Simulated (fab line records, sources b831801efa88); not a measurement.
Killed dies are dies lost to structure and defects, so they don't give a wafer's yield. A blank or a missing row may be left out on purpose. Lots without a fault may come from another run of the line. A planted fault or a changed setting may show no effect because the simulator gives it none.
A struck lot beside a sound one | flow sky130 | 16 steps out of a route of 708
Sound: wafers L717.1, L717.2, L717.6. Struck: wafers L722.1, L722.5. The cause comes at the end.
At each step with rows: each side's tool, then ch and its chambers, then its first start. Under that, the readings that differ: sound wafers | struck wafers | difference of the means | sigmas: that difference in standard deviations of wafers without a fault.
alike: readings whose means differ by less than 2 such deviations, and words and numbers that are the same on both sides. not compared: withheld readings, readings that some wafer has no value for, bounds like >300 that may hide the same value, and numbers for which the record gives no deviation and whose values overlap.
The two part at a step that has a row with sigmas, a row that says differs or no value, or rows on one side only. Numbers that don't overlap but have no deviation are shown without sigmas and don't part them. A reading that every wafer of one side lacks parts them only if that side has two wafers or more.

first, 2 steps without rows for these wafers: SKY_CONTACT_PEB_12; SKY_CONTACT_DEVELOP_13 (develop time 60 s).
SKY_CONTACT_CD_MEAS_14: target cd 170 nm.
  sound on cd_sem-01, day 35 06:31; struck on cd_sem-01, day 36 11:10
  alike: cd_nm
SKY_CONTACT_OVL_MEAS_15:
  sound on overlay-02, day 35 06:38; struck on overlay-01, day 36 11:17
  alike: CONTACT_OVL
SKY_CONTACT_ETCH_16: etches BARC in N2/H2, stops on SiO2, time 45.9 s, target depth 60 nm.
  sound on rie_diel-03 ch 2,3, day 35 06:40; struck on rie_diel-03 ch 1,3, day 36 11:19
  alike: drypump_motor_current_A, oes_product_au, throttle_valve_pct
  not compared: rf_hours_counter_h
SKY_CONTACT_ETCH_17: etches SiO2 in C4F8/O2/Ar, stops on Si3N4, target depth 340 nm.
  sound on rie_diel-03 ch 2,3, day 35 06:42; struck on rie_diel-03 ch 1,3, day 36 11:22
  alike: oes_product_au
then, 1 step without rows for these wafers: SKY_CONTACT_ETCH_18 (etches Si3N4 in CHF3/O2, stops on TiN, time 39 s, target depth 75 nm).
SKY_CONTACT_STRIP_19: strips in O2/N2.
  sound on plasma_asher-03 ch 0,1, day 35 06:47; struck on plasma_asher-02 ch 0,1, day 36 11:27
  alike: drypump_motor_current_A, oes_product_au, strip_time_to_endpoint_s
  not compared: rf_hours_counter_h
then, 3 steps without rows for these wafers: SKY_CONTACT_STRIP_20 (strips in post etch residue remover, time 1200 s); SKY_CONTACT_CLEAN_21 (cleans in IPA, time 180 s); SKY_CONTACT_CLEAN_22 (cleans in O3/DIW).
SKY_CONTACT_SPUTTER_23: material TiN, target thk 20 nm, time 80 s.
  sound on pvd_sputter-04, day 35 07:23; struck on pvd_sputter-01, day 36 12:05
  alike: throttle_valve_pct
SKY_CONTACT_CVD_24: deposits W, target thk 340 nm, time 102.12 s.
  sound on cvd_w-01 ch 0,1, day 35 07:27; struck on cvd_w-01 ch 0, day 36 12:08
  reading                               | sound             | struck      | difference | sigmas
  model.W_of_CONTACT_CVD_24.thk_nm (nm) | 341.4 338.4 339.8 | 309.5 306.7 | -31.8      |
  alike: heater_power_w
SKY_CONTACT_RS_MEAS_25: measures by four-point-probe.
  sound on film_metro-03, day 35 07:34; struck on film_metro-02, day 36 12:15
  reading               | sound             | struck      | difference | sigmas
  CONTACT_W_RS (ohm/sq) | 0.337 0.339 0.338 | 0.371 0.375 | +0.035     | +9
SKY_CONTACT_THK_MEAS_26: measures by xrf.
  sound on film_metro-03, day 35 07:41; struck on film_metro-02, day 36 12:22
  reading            | sound       | struck  | difference | sigmas
  CONTACT_W_THK (nm) | 363 360 362 | 328 324 | -36        | -6
SKY_CONTACT_CMP_27: polishes, stops on SiO2, t overpolish 15 s, target thk 0 nm.
  sound on cmp-02 ch 0,2,3, day 35 07:47; struck on cmp-01 ch 0,2, day 36 12:40
  alike: motor_current_A

WHERE THEY PART
First at SKY_CONTACT_RS_MEAS_25; last, within this record, at SKY_CONTACT_THK_MEAS_26. Later steps at which nothing parts them and some readings are alike: SKY_CONTACT_CMP_27.

WHY: what the simulator had put in
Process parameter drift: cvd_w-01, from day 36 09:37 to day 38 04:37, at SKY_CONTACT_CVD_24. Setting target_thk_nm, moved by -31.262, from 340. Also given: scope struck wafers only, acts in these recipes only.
